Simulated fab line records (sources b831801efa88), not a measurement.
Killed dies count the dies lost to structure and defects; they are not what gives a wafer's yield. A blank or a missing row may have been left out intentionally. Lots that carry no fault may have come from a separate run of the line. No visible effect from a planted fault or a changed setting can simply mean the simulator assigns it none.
fab line records	flow sky130
record: lots: 5	wafers: 23
route steps=708 shown METAL1@438 VIA1@472 METAL2@483 VIA2@509 CAPM@539
startH: start of the lot's first displayed wafer, in hours after the record's first day	waitH: how many hours have passed since the lot's step before this one	" unchanged from the row above	L1.1+2: several wafers, shown together as one row	- either no value or no given start	* or withheld: withheld	< > ~ a bound
route shown NAME@n: names a module that has steps shown in the file, with the first one's number in the route	usual: the fault-free wafers' mean and standard deviation	same: alike in all rows	chamber/n: place in a boat	sites: each site's reading	_std_site: standard deviation across them	_edge_site: the outer-site mean with the inner-site mean subtracted	radiusMm: for every site, how far away it sits from the centre of the wafer	mask NAME#n: copy n	behind: the tool/chamber that last shaped the wafer	hold: why the lot was held/for how many hours/how that ended	device: names the non-switching transistor (n, p or np)	end of line: the tests these same wafers got at the end of their route	for a step that has no rows: nothing shown but its recipe	killed: count of dies lost to structure and defects at first sort (not the wafer's yield)	map: shows each die of a wafer: x if killed, . if not, _ if none is there
set.NAME: the setting the step ran with; set.NAME@STEP: the setting that earlier step ran with	model.NAME: the simulator's own value behind a step, which no gauge read
lots with deliberately changed settings; one table per step, one row per wafer
== steps ==
step: SKY_METAL1_SPUTTER_04
recipe: material: TiN	targetThkNm: 70	powerW: 6500	timeS: 58.3	chamberPressurePa: 0.4
lot.wafer	tool	chamber	startH	waitH	set.timeS	model.TiN_of_METAL1_SPUTTER_04.thkNm
L074.1	pvdSputter-02	-	728.98	0.0	61.57	74.11
L074.2	"	-	"	"	61.57	73.85
L074.3	"	-	"	"	58.3	70.16
L074.4	"	-	"	"	61.57	72.92
L074.5	"	-	"	"	58.3	69.53
L075.1	pvdSputter-03	-	738.27	0.0	58.3	71.35
L075.2	"	-	"	"	58.3	70.12
L075.3	"	-	"	"	53.53	66.07
L075.4	"	-	"	"	53.53	64.29
L075.5	"	-	"	"	58.3	71.5
L077.1	pvdSputter-04	-	760.95	0.0	58.3	70.12
L077.2	"	-	"	"	50.81	60.33
L077.3	"	-	"	"	58.3	68.78
L077.5	"	-	"	"	50.81	59.79
L077.6	"	-	"	"	50.81	61.29
L078.3	pvdSputter-02	-	763.41	0.0	58.3	67.73
L078.4	"	-	"	"	58.3	67.98
L078.5	"	-	"	"	58.3	68.74
L080.1	pvdSputter-02	-	782.72	0.0	62.95	74.86
L080.2	"	-	"	"	58.3	68.83
L080.3	"	-	"	"	58.3	69.56
L080.4	"	-	"	"	58.3	68
L080.5	"	-	"	"	62.95	75.37
step: SKY_METAL1_RS_MEAS_05
recipe: thkMeasGauge: four-point-probe	reads: TiN_of_METAL1_SPUTTER_04+Ti_of_METAL1_SPUTTER_03+AlCu_of_METAL1_SPUTTER_02+TiN_of_METAL1_SPUTTER_01+Ti_of_METAL1_SPUTTER_00
usual: METAL1_ALCU_RS: 0.1266/0.0014
lot.wafer	tool	chamber	startH	waitH	set.powerW@METAL1_SPUTTER_02	METAL1_ALCU_RS[ohm/sq]
L074.1	filmMetro-03	-	729.03	0.0	10600	0.1261
L074.2	"	-	"	"	10600	0.1265
L074.3	"	-	"	"	11480	0.1160
L074.4	"	-	"	"	11480	0.1153
L074.5	"	-	"	"	11480	0.1159
L075.1	filmMetro-03	-	738.32	0.0	10600	0.1255
L075.2	"	-	"	"	9573	0.1401
L075.3	"	-	"	"	10600	0.1252
L075.4	"	-	"	"	9573	0.1409
L075.5	"	-	"	"	9573	0.1394
L077.1	filmMetro-03	-	761.00	0.0	10600	0.1233
L077.2	"	-	"	"	10600	0.1249
L077.3	"	-	"	"	10600	0.1254
L077.5	"	-	"	"	11770	0.1136
L077.6	"	-	"	"	11770	0.1112
L078.3	filmMetro-03	-	763.50	0.1	10600	0.1285
L078.4	"	-	"	"	10600	0.1287
L078.5	"	-	"	"	10600	0.1296
L080.1	filmMetro-01	-	782.77	0.0	9542	0.1432
L080.2	"	-	"	"	10600	0.1256
L080.3	"	-	"	"	10600	0.1283
L080.4	"	-	"	"	9542	0.1409
L080.5	"	-	"	"	10600	0.1272
step: SKY_METAL1_THK_MEAS_06
recipe: thkMeasGauge: xrf	reads: AlCu_of_METAL1_SPUTTER_02
usual: METAL1_ALCU_THK: 252.4/2.8
lot.wafer	tool	chamber	startH	waitH	set.powerW@METAL1_SPUTTER_02	METAL1_ALCU_THK[nm]
L074.1	filmMetro-03	-	729.15	0.1	10600	250.4
L074.2	"	-	"	"	10600	246.7
L074.3	"	-	"	"	11480	270.6
L074.4	"	-	"	"	11480	273.9
L074.5	"	-	"	"	11480	273.2
L075.1	filmMetro-03	-	738.44	0.1	10600	251.7
L075.2	"	-	"	"	9573	226.8
L075.3	"	-	"	"	10600	255.7
L075.4	"	-	"	"	9573	228.4
L075.5	"	-	"	"	9573	227.4
L077.1	filmMetro-03	-	761.12	0.1	10600	257.4
L077.2	"	-	"	"	10600	259.1
L077.3	"	-	"	"	10600	253.4
L077.5	"	-	"	"	11770	285.0
L077.6	"	-	"	"	11770	289.8
L078.3	filmMetro-03	-	763.60	0.1	10600	249.0
L078.4	"	-	"	"	10600	245.7
L078.5	"	-	"	"	10600	245.4
L080.1	filmMetro-01	-	782.89	0.1	9542	223.3
L080.2	"	-	"	"	10600	256.3
L080.3	"	-	"	"	10600	251.1
L080.4	"	-	"	"	9542	227.8
L080.5	"	-	"	"	10600	248.5
step: SKY_METAL1_ETCH_18
recipe: chemistry: N2/H2	target: BARC	ionEnergyEv: 200	biasW: 100	pressureMtorr: 30	n2FlowSccm: 100	h2FlowSccm: 200	icpW: 500	stopOn: SiO2	timeS: 45.9	targetDepthA: 600
lot.wafer	tool	chamber	startH	waitH	set.timeS	model.KrF-thick_of_METAL1_COAT_10.thkNm
L074.1+2+5	rieMetal-02	1,0,1	756.66	0.0	45.9	-
L074.3+4	"	1,0	"	"	41.98	-
L075.1	rieMetal-02	1	765.83	0.0	47.66	388.4
L075.2+3	"	0,1	"	"	47.66	-
L075.4+5	"	0,1	"	"	45.9	-
L077.1	rieMetal-03	0	786.86	0.0	52.76	386
L077.2+6	"	1	"	"	45.9	-
L077.3	"	0	"	"	45.9	392.4
L077.5	"	0	"	"	52.76	-
L078.3	rieMetal-04	0	789.60	0.0	45.9	392.1
L078.4	"	1	"	"	45.9	392.6
L078.5	"	0	"	"	45.9	390.2
L080.1+4	rieMetal-04	1,0	810.11	0.0	49.56	-
L080.2	"	0	"	"	49.56	389.2
L080.3	"	1	"	"	45.9	394
L080.5	"	1	"	"	45.9	-
step: SKY_VIA1_ETCH_14
recipe: chemistry: N2/H2	target: BARC	ionEnergyEv: 200	sourceW: 500	biasW: 100	pressureMtorr: 30	n2FlowSccm: 100	h2FlowSccm: 200	stopOn: SiO2	timeS: 45.9	targetDepthA: 600
usual: oesProductAu: 0.855/0.0045
lot.wafer	tool	chamber	startH	waitH	set.timeS	oesProductAu
L074.1	rieDiel-03	2	784.09	0.0	44.13	0.876
L074.2	"	1	"	"	45.9	0.850
L074.3	"	3	"	"	45.9	0.853
L074.4	"	0	"	"	44.13	0.878
L074.5	"	3	"	"	45.9	0.846
L075.1	rieDiel-03	0	792.13	0.0	45.9	0.853
L075.2	"	3	"	"	42.89	0.891
L075.3	"	1	"	"	42.89	0.891
L075.4	"	2	"	"	45.9	0.855
L075.5	"	3	"	"	45.9	0.851
L077.1	rieDiel-03	3	814.73	0.0	47.89	0.844
L077.2	"	2	"	"	47.89	0.842
L077.3	"	1	"	"	45.9	0.862
L077.5	"	2	"	"	45.9	0.854
L077.6	"	1	"	"	45.9	0.856
L078.3	rieDiel-03	0	817.88	0.0	45.9	0.855
L078.4	"	2	"	"	45.9	0.853
L078.5	"	1	"	"	45.9	0.855
L080.1	rieDiel-04	0	837.83	0.0	45.9	0.858
L080.2	"	3	"	"	45.9	0.856
L080.3	"	1	"	"	50.19	0.838
L080.4	"	2	"	"	50.19	0.846
L080.5	"	1	"	"	50.19	0.827
step: SKY_METAL2_SPUTTER_00
recipe: material: Ti	targetThkNm: 15	powerW: 3000	timeS: 10	chamberPressurePa: 0.4
lot.wafer	tool	chamber	startH	waitH	set.timeS	model.Ti_of_METAL2_SPUTTER_00.thkNm
L074.1	pvdSputter-01	-	785.48	0.1	10	14.89
L074.2	"	-	"	"	10	15.29
L074.3	"	-	"	"	10	15.23
L074.4+5	"	-	"	"	10	15.05
L075.1	pvdSputter-03	-	793.85	0.2	10	14.84
L075.2	"	-	"	"	9.363	14.1
L075.3	"	-	"	"	9.363	13.79
L075.4	"	-	"	"	10	15.28
L075.5	"	-	"	"	9.363	13.9
L077.1	pvdSputter-02	-	816.04	0.2	10	15.29
L077.2	"	-	"	"	10.39	15.66
L077.3	"	-	"	"	10.39	15.88
L077.5	"	-	"	"	10.39	15.95
L077.6	"	-	"	"	10	15.21
L078.3	pvdSputter-01	-	819.32	0.1	10	15.44
L078.4	"	-	"	"	10	15.27
L078.5	"	-	"	"	10	15.42
L080.1	pvdSputter-03	-	839.18	0.1	10	14.84
L080.2	"	-	"	"	9.49	14.53
L080.3	"	-	"	"	9.49	14.44
L080.4	"	-	"	"	10	14.95
L080.5	"	-	"	"	10	15.35
step: SKY_METAL2_SPUTTER_04
recipe: material: TiN	targetThkNm: 70	powerW: 6500	timeS: 58.3	chamberPressurePa: 0.4
lot.wafer	tool	chamber	startH	waitH	set.powerW	model.TiN_of_METAL2_SPUTTER_04.thkNm
L074.1	pvdSputter-01	-	785.57	0.0	6500	72.2
L074.2	"	-	"	"	6180	67.29
L074.3	"	-	"	"	6500	71.77
L074.4	"	-	"	"	6180	67.12
L074.5	"	-	"	"	6500	70.94
L075.1	pvdSputter-03	-	793.94	0.0	6923	75.53
L075.2	"	-	"	"	6923	74.76
L075.3	"	-	"	"	6500	69.32
L075.4	"	-	"	"	6923	75.2
L075.5	"	-	"	"	6500	71.01
L077.1	pvdSputter-02	-	816.13	0.0	6500	68.77
L077.2	"	-	"	"	6118	66.47
L077.3	"	-	"	"	6500	69.17
L077.5	"	-	"	"	6118	65.56
L077.6	"	-	"	"	6118	65.94
L078.3	pvdSputter-01	-	819.41	0.0	6500	69.3
L078.4	"	-	"	"	6500	69.92
L078.5	"	-	"	"	6500	70.09
L080.1	pvdSputter-03	-	839.27	0.0	6500	68.31
L080.2	"	-	"	"	6014	65.56
L080.3	"	-	"	"	6500	69.04
L080.4	"	-	"	"	6014	64.84
L080.5	"	-	"	"	6500	70.5
step: SKY_VIA2_CMP_02
recipe: material: SiO2	downForcePsi: 4	platenRpm: 60	padVelocityMS: 0.94248
lot.wafer	tool	chamber	startH	waitH	set.leaveAboveRefNm	model.SiO2_of_VIA2_HDPCVD_00.thkNm
L074.3	cmp-01	1	813.71	0.0	512.4	510.4
L074.1	"	2	"	"	495	493.2
L074.2	"	3	"	"	495	495.1
L074.4	"	0	"	"	512.4	514.3
L074.5	"	2	"	"	512.4	509.1
L075.4	cmp-02	3	822.05	0.0	530.5	530.6
L075.3	"	0	"	"	495	494.2
L075.2	"	1	"	"	495	494.9
L075.1	"	2	"	"	495	493.5
L075.5	"	0	"	"	530.5	530.5
L077.2	cmp-01	0	843.90	0.0	511.7	512.7
L077.1	"	1	"	"	495	494.6
L077.3	"	3	"	"	495	494.2
L077.5	"	0	"	"	511.7	513.4
L077.6	"	1	"	"	495	495.1
L078.4	cmp-01	2	847.13	0.0	495	494.7
L078.3	"	3	"	"	495	495.2
L078.5	"	2	"	"	495	493
L080.1	cmp-02	2	866.13	0.1	524.5	523.8
L080.2+5	"	3,2	"	"	495	494.3
L080.4	"	0	"	"	495	492.5
L080.3	"	1	"	"	524.5	523.6
step: SKY_VIA2_DEVELOP_11
recipe: developTimeS: 60	resist: KrF-thick	devTempC: 21
lot.wafer	tool	chamber	startH	waitH	set.devTempC
L074.1+2+5	lithoTrack-03	0	-	-	18.84
L074.3+4	"	0	"	"	21
L075.1+3+5	lithoTrack-04	0	-	-	22.31
L075.2+4	"	0	"	"	21
L077.1+5+6	lithoTrack-04	0	-	-	19.45
L077.2+3	"	0	"	"	21
L078.3+4+5	lithoTrack-01	0	-	-	21
L080.1+2	lithoTrack-01	0	-	-	21
L080.3+4+5	"	0	"	"	23.92
step: SKY_VIA2_ETCH_14
recipe: chemistry: N2/H2	target: BARC	ionEnergyEv: 200	sourceW: 500	biasW: 100	pressureMtorr: 30	n2FlowSccm: 100	h2FlowSccm: 200	stopOn: SiO2	timeS: 45.9	targetDepthA: 600
step: SKY_VIA2_ETCH_15
recipe: target: SiO2	chemistry: C4F8/O2/Ar	targetDepthNm: 546	stopOn: TiN	maskMaterial: KrF-thick	sourceW: 1500	biasW: 1200	pressureMtorr: 40	c4f8FlowSccm: withheld	O2_flow_sccm: 6	Ar_flow_sccm: 300	timeS: 84
usual: oesProductAu: 0.939/0.0044
lot.wafer	tool	chamber	startH	waitH	set.leaveAboveRefNm@VIA2_CMP_02	oesProductAu	model.VIA2.featureDepthNm
L074.1	rieDiel-02	3	841.28	0.0	495	0.933	493.2
L074.2	"	0	"	"	495	0.937	495.1
L074.3	"	2	"	"	512.4	0.950	510.4
L074.4	"	1	"	"	512.4	0.960	514.3
L074.5	"	3	"	"	512.4	0.952	509.1
L075.1	rieDiel-03	2	849.29	0.0	495	0.930	493.5
L075.2	"	3	"	"	495	0.939	494.9
L075.3	"	1	"	"	495	0.946	494.2
L075.4	"	0	"	"	530.5	0.984	530.6
L075.5	"	0	"	"	530.5	0.978	530.5
L077.1	rieDiel-03	0	871.04	0.0	495	0.942	494.6
L077.2	"	3	"	"	511.7	0.954	512.7
L077.3	"	1	"	"	495	0.938	494.2
L077.5	"	0	"	"	511.7	0.958	513.4
L077.6	"	1	"	"	495	0.946	495.1
L078.3	rieDiel-03	1	873.84	0.0	495	0.943	495.2
L078.4	"	3	"	"	495	0.945	494.7
L078.5	"	1	"	"	495	0.942	493
L080.1	rieDiel-02	0	892.64	0.0	524.5	0.964	523.8
L080.2	"	1	"	"	495	0.937	494.3
L080.3	"	3	"	"	524.5	0.969	523.6
L080.4	"	0	"	"	495	0.938	492.5
L080.5	"	3	"	"	495	0.943	494.3
step: SKY_VIA2_CVD_21
recipe: material: W	targetThkNm: 420	timeS: 126.4	tempC: 400	pressureTorr: 40
lot.wafer	tool	chamber	startH	waitH	set.pressureTorr	model.W_of_VIA2_CVD_21.thkNm
L074.1	cvdW-01	0	841.99	0.0	42.84	435.2
L074.2	"	1	"	"	42.84	455.7
L074.3	"	1	"	"	42.84	456.6
L074.4	"	0	"	"	42.84	437.3
L074.5	"	1	"	"	42.84	456.2
L075.1	cvdW-02	1	850.00	0.0	41.73	429.7
L075.2	"	0	"	"	41.73	430.5
L075.3	"	1	"	"	41.73	430.4
L075.4	"	0	"	"	41.73	427.7
L075.5	"	0	"	"	41.73	430.2
L077.1	cvdW-02	1	871.75	0.0	34.8	401.2
L077.2	"	1	"	"	34.8	396.8
L077.3	"	1	"	"	34.8	400.9
L077.5	"	1	"	"	34.8	400.1
L077.6	"	1	"	"	34.8	399.5
L078.3	cvdW-02	1	874.65	0.1	40	427.2
L078.4	"	1	"	"	40	425.5
L078.5	"	1	"	"	40	427
L080.1	cvdW-02	0	893.36	0.0	36.29	403.2
L080.2	"	1	"	"	36.29	405.5
L080.3	"	0	"	"	36.29	408.4
L080.4	"	1	"	"	36.29	406.5
L080.5	"	0	"	"	36.29	405
step: SKY_VIA2_RS_MEAS_22
recipe: thkMeasGauge: four-point-probe	reads: W_of_VIA2_CVD_21+TiN_of_VIA2_SPUTTER_20
usual: VIA2_W_RS: 0.268/0.0047
lot.wafer	tool	chamber	startH	waitH	set.pressureTorr@VIA2_CVD_21	VIA2_W_RS[ohm/sq]
L074.1	filmMetro-02	-	842.12	0.1	42.84	0.263
L074.2	"	-	"	"	42.84	0.251
L074.3	"	-	"	"	42.84	0.250
L074.4	"	-	"	"	42.84	0.261
L074.5	"	-	"	"	42.84	0.250
L075.1	filmMetro-03	-	850.13	0.1	41.73	0.266
L075.2	"	-	"	"	41.73	0.266
L075.3	"	-	"	"	41.73	0.266
L075.4	"	-	"	"	41.73	0.267
L075.5	"	-	"	"	41.73	0.265
L077.1	filmMetro-03	-	872.01	0.2	34.8	0.285
L077.2	"	-	"	"	34.8	0.288
L077.3	"	-	"	"	34.8	0.286
L077.5	"	-	"	"	34.8	0.286
L077.6	"	-	"	"	34.8	0.286
L078.3	filmMetro-04	-	874.86	0.2	40	0.268
L078.4	"	-	"	"	40	0.270
L078.5	"	-	"	"	40	0.269
L080.1	filmMetro-03	-	893.49	0.1	36.29	0.284
L080.2	"	-	"	"	36.29	0.283
L080.3	"	-	"	"	36.29	0.281
L080.4	"	-	"	"	36.29	0.282
L080.5	"	-	"	"	36.29	0.282
step: SKY_VIA2_THK_MEAS_23
recipe: thkMeasGauge: xrf	reads: W_of_VIA2_CVD_21
usual: VIA2_W_THK: 446/9.2
lot.wafer	tool	chamber	startH	waitH	set.pressureTorr@VIA2_CVD_21	VIA2_W_THK[nm]
L074.1	filmMetro-02	-	842.24	0.1	42.84	454
L074.2	"	-	"	"	42.84	474
L074.3	"	-	"	"	42.84	476
L074.4	"	-	"	"	42.84	455
L074.5	"	-	"	"	42.84	475
L075.1	filmMetro-03	-	850.25	0.1	41.73	453
L075.2	"	-	"	"	41.73	454
L075.3	"	-	"	"	41.73	453
L075.4	"	-	"	"	41.73	449
L075.5	"	-	"	"	41.73	455
L077.1	filmMetro-03	-	872.13	0.1	34.8	417
L077.2	"	-	"	"	34.8	410
L077.3	"	-	"	"	34.8	416
L077.5	"	-	"	"	34.8	415
L077.6	"	-	"	"	34.8	418
L078.3	filmMetro-04	-	874.96	0.1	40	449
L078.4	"	-	"	"	40	448
L078.5	"	-	"	"	40	453
L080.1	filmMetro-03	-	893.61	0.1	36.29	418
L080.2	"	-	"	"	36.29	422
L080.3	"	-	"	"	36.29	426
L080.4	"	-	"	"	36.29	425
L080.5	"	-	"	"	36.29	423
step: SKY_CAPM_SPUTTER_02
recipe: material: TiN	targetThkNm: 200	tempC: 300	powerW: 6500	timeS: 166.7	chamberPressurePa: 0.4
lot.wafer	tool	chamber	startH	waitH	set.powerW	model.TiN_of_CAPM_SPUTTER_02.thkNm
L074.1	pvdSputter-01	-	842.84	0.1	6899	212
L074.2	"	-	"	"	6500	200.7
L074.3	"	-	"	"	6899	210.3
L074.4	"	-	"	"	6500	202.8
L074.5	"	-	"	"	6899	213.1
L075.1	pvdSputter-01	-	850.85	0.1	6500	203.3
L075.2	"	-	"	"	6500	206.2
L075.3	"	-	"	"	6500	198.8
L075.4	"	-	"	"	6500	202.4
L075.5	"	-	"	"	6500	201.8
L077.1	pvdSputter-01	-	872.73	0.1	6500	203.7
L077.2	"	-	"	"	6500	205.6
L077.3	"	-	"	"	6015	185.5
L077.5	"	-	"	"	6015	191.7
L077.6	"	-	"	"	6500	202.9
L078.3	pvdSputter-01	-	875.54	0.0	6500	203.4
L078.4	"	-	"	"	6500	206.3
L078.5	"	-	"	"	6500	202.8
L080.1	pvdSputter-01	-	894.21	0.1	6296	198.5
L080.2	"	-	"	"	6500	201.3
L080.3	"	-	"	"	6500	201.2
L080.4	"	-	"	"	6500	197
L080.5	"	-	"	"	6296	195.7
step: SKY_CAPM_RS_MEAS_03
recipe: thkMeasGauge: four-point-probe	reads: TiN_of_CAPM_SPUTTER_02
usual: CAPM_TIN_RS: 6.90/0.12
lot.wafer	tool	chamber	startH	waitH	set.powerW@CAPM_SPUTTER_02	CAPM_TIN_RS[ohm/sq]
L074.1	filmMetro-01	-	842.95	0.1	6899	6.51
L074.2	"	-	"	"	6500	6.89
L074.3	"	-	"	"	6899	6.56
L074.4	"	-	"	"	6500	6.80
L074.5	"	-	"	"	6899	6.47
L075.1	filmMetro-04	-	850.96	0.1	6500	6.79
L075.2	"	-	"	"	6500	6.70
L075.3	"	-	"	"	6500	6.97
L075.4	"	-	"	"	6500	6.83
L075.5	"	-	"	"	6500	6.84
L077.1	filmMetro-04	-	872.85	0.1	6500	6.77
L077.2	"	-	"	"	6500	6.72
L077.3	"	-	"	"	6015	7.46
L077.5	"	-	"	"	6015	7.22
L077.6	"	-	"	"	6500	6.82
L078.3	filmMetro-01	-	875.69	0.1	6500	6.78
L078.4	"	-	"	"	6500	6.68
L078.5	"	-	"	"	6500	6.81
L080.1	filmMetro-03	-	894.31	0.1	6296	6.96
L080.2	"	-	"	"	6500	6.87
L080.3	"	-	"	"	6500	6.86
L080.4	"	-	"	"	6500	7.02
L080.5	"	-	"	"	6296	7.05
step: SKY_CAPM_THK_MEAS_04
recipe: thkMeasGauge: xrf	reads: TiN_of_CAPM_SPUTTER_02
usual: CAPM_TIN_THK: 202/3.3
lot.wafer	tool	chamber	startH	waitH	set.powerW@CAPM_SPUTTER_02	CAPM_TIN_THK[nm]
L074.1	filmMetro-01	-	843.07	0.1	6899	214
L074.2	"	-	"	"	6500	203
L074.3	"	-	"	"	6899	213
L074.4	"	-	"	"	6500	206
L074.5	"	-	"	"	6899	215
L075.1	filmMetro-04	-	851.08	0.1	6500	206
L075.2	"	-	"	"	6500	208
L075.3	"	-	"	"	6500	200
L075.4	"	-	"	"	6500	204
L075.5	"	-	"	"	6500	202
L077.1	filmMetro-04	-	872.97	0.1	6500	204
L077.2	"	-	"	"	6500	207
L077.3	"	-	"	"	6015	186
L077.5	"	-	"	"	6015	192
L077.6	"	-	"	"	6500	204
L078.3	filmMetro-01	-	875.79	0.1	6500	206
L078.4	"	-	"	"	6500	208
L078.5	"	-	"	"	6500	205
L080.1	filmMetro-03	-	894.43	0.1	6296	200
L080.2	"	-	"	"	6500	202
L080.3	"	-	"	"	6500	202
L080.4	"	-	"	"	6500	198
L080.5	"	-	"	"	6296	197
step: SKY_CAPM_COAT_07
recipe: resist: NOVOLAK	spinRpm: 3000	resistThkNm: 1140
lot.wafer	tool	chamber	startH	waitH	set.resistThkNm
L074.1+5	lithoTrack-04	0	855.74	0.1	1140
L074.2+3+4	"	0	"	"	1160
L075.1+2+3+4+5	lithoTrack-01	0	863.89	0.1	1140
L077.1+2+3+5+6	lithoTrack-01	0	885.74	0.1	1140
L078.3+4+5	lithoTrack-04	0	888.69	0.1	1140
L080.1+2+3+4+5	lithoTrack-02	0	907.02	0.1	1140
== key ==
split: step: SKY_METAL1_SPUTTER_04	setting: timeS	stated: 58.3	by: wafer
response: step: SKY_METAL1_SPUTTER_04	reading: model.TiN_of_METAL1_SPUTTER_04.thkNm	change: +0.717	per: 1%	r: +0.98
split: step: SKY_METAL1_ETCH_18	setting: timeS	stated: 45.9	by: wafer
response: step: SKY_METAL1_ETCH_18	reading: model.KrF-thick_of_METAL1_COAT_10.thkNm	change: -0.471	per: 1%	r: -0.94
split: step: SKY_VIA1_ETCH_14	setting: timeS	stated: 45.9	by: wafer
response: step: SKY_VIA1_ETCH_14	reading: oesProductAu	change: -0.00369	per: 1%	r: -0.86
split: step: SKY_METAL2_SPUTTER_00	setting: timeS	stated: 10	by: wafer
response: step: SKY_METAL2_SPUTTER_00	reading: model.Ti_of_METAL2_SPUTTER_00.thkNm	change: +0.151	per: 1%	r: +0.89
split: step: SKY_METAL2_SPUTTER_04	setting: powerW	stated: 6500	by: wafer
response: step: SKY_METAL2_SPUTTER_04	reading: model.TiN_of_METAL2_SPUTTER_04.thkNm	change: +0.652	per: 1%	r: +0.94
split: step: SKY_VIA2_CMP_02	setting: leaveAboveRefNm	stated: 495	by: wafer
response: step: SKY_VIA2_CMP_02	reading: model.SiO2_of_VIA2_HDPCVD_00.thkNm	change: +5.08	per: 1%	r: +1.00
response: step: SKY_VIA2_ETCH_15	reading: oesProductAu	change: +0.00524	per: 1%	r: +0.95
response: step: SKY_VIA2_ETCH_15	reading: model.VIA2.featureDepthNm	change: +5.08	per: 1%	r: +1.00
split: step: SKY_VIA2_DEVELOP_11	setting: devTempC	stated: 21	by: wafer
response none clear
split: step: SKY_VIA2_CVD_21	setting: pressureTorr	stated: 40	by: lot
response: step: SKY_VIA2_CVD_21	reading: model.W_of_VIA2_CVD_21.thkNm	change: +2.2	per: 1%	r: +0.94
response: step: SKY_VIA2_RS_MEAS_22	reading: VIA2_W_RS	change: -0.00143	per: 1%	r: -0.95
response: step: SKY_VIA2_THK_MEAS_23	reading: VIA2_W_THK	change: +2.47	per: 1%	r: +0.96
split: step: SKY_CAPM_SPUTTER_02	setting: powerW	stated: 6500	by: wafer
response: step: SKY_CAPM_SPUTTER_02	reading: model.TiN_of_CAPM_SPUTTER_02.thkNm	change: +1.8	per: 1%	r: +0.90
response: step: SKY_CAPM_RS_MEAS_03	reading: CAPM_TIN_RS	change: -0.0635	per: 1%	r: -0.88
response: step: SKY_CAPM_THK_MEAS_04	reading: CAPM_TIN_THK	change: +1.82	per: 1%	r: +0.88
split: step: SKY_CAPM_COAT_07	setting: resistThkNm	stated: 1140	by: wafer
response none in this file
split outsideThisFile step=SKY_METAL1_SPUTTER_02 setting=powerW
split outsideThisFile: this setting was split too, and the file shows its column; the key of that split is in another file
